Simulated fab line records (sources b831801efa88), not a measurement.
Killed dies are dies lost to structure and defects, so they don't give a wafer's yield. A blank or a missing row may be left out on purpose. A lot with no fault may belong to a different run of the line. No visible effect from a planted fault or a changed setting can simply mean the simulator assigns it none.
Struck lot and sound lot, side by side | flow gf180mcu | 14 steps out of a route of 602
Sound: these wafers, L403.1, L403.4, L403.5. Wafers L410.1, L410.2, L410.4 were the ones struck. The cause comes at the end.
For every step that has rows: the tool of each side, followed by ch and its chambers, followed by its first start. Under that, the readings that differ: sound wafers | struck wafers | difference of the means | sigmas: that difference in standard deviations of wafers without a fault.
alike: readings whose means differ by less than 2 such deviations, and words and numbers that are the same on both sides. not compared: withheld readings, readings that some wafer has no value for, bounds like >300 that may hide the same value, and numbers for which the record gives no deviation and whose values overlap.
The two part at a step that has a row with sigmas, a row that says differs or no value, or rows on one side only. Numbers that have no deviation but don't overlap get no sigmas and don't part them. A reading missing from all wafers of one side parts the sides only when that side holds two or more wafers.

first, 2 steps without rows for these wafers: GF_VT_IMPLANT_PEB_27; GF_VT_IMPLANT_DEVELOP_28 (develop time 60 s).
GF_VT_IMPLANT_OVL_MEAS_29:
  sound on overlay-02 at day 8 10:31; struck on overlay-02 at day 10 03:58
  reading                | sound       | struck         | difference | sigmas
  VT_IMPLANT_02_OVL (nm) | 1.7 1.4 2.1 | -0.7 -0.5 -1.7 | -2.7       | -2
then, 1 step without rows for these wafers: GF_VT_IMPLANT_IMPLANT_30.
GF_VT_IMPLANT_STRIP_31: strips in O2/N2.
  sound on plasma asher-04 ch 0,1, day 8 10:43; struck on plasma asher-04 ch 0,1, day 10 04:09
  alike: chamber pressure mTorr, drypump motor current A, heater power w, oes product au, strip time to endpoint s
  not compared: rf hours counter h
GF_VT_IMPLANT_TW_MEAS_32:
  sound on film metro-04 at day 8 10:49; struck on film metro-02 at day 10 04:15
  alike: VT_IMPLANT_3_TW
then, 6 steps without rows for these wafers: GF_VT_IMPLANT_DEHYDRATE_33 (time 60 s); GF_VT_IMPLANT_HMDS_34 (prime time 60 s); GF_VT_IMPLANT_COAT_35 (resist thk 1000 nm); GF_VT_IMPLANT_SOFTBAKE_36 (time 60 s); GF_VT_IMPLANT_EXPOSE_37 (exposes mask Nwell HV AREA, target cd 860 nm); GF_VT_IMPLANT_PEB_38.
GF_VT_IMPLANT_DEVELOP_39: develop time 60 s.
  sound on litho track-01 ch 0, day 9 03:22; struck on litho track-04, day 10 20:45
  no value came back on the struck wafers for chill plate temp C (C), develop time s (s); on the sound wafers chill plate temp C (C) reads 22.97 23.03 23.03
GF_VT_IMPLANT_OVL_MEAS_40:
  sound on overlay-01 at day 9 03:31; struck on overlay-02 at day 10 20:54
  reading                | sound          | struck | difference                    | sigmas
  VT_IMPLANT_03_OVL (nm) | -0.8 -3.1 -1.3 | - - -  | no value on the struck wafers |

## WHERE THEY PART
At GF_VT_IMPLANT_OVL_MEAS_29 first; at GF_VT_IMPLANT_OVL_MEAS_40 last (within this record only).

WHY: what the simulator had put in
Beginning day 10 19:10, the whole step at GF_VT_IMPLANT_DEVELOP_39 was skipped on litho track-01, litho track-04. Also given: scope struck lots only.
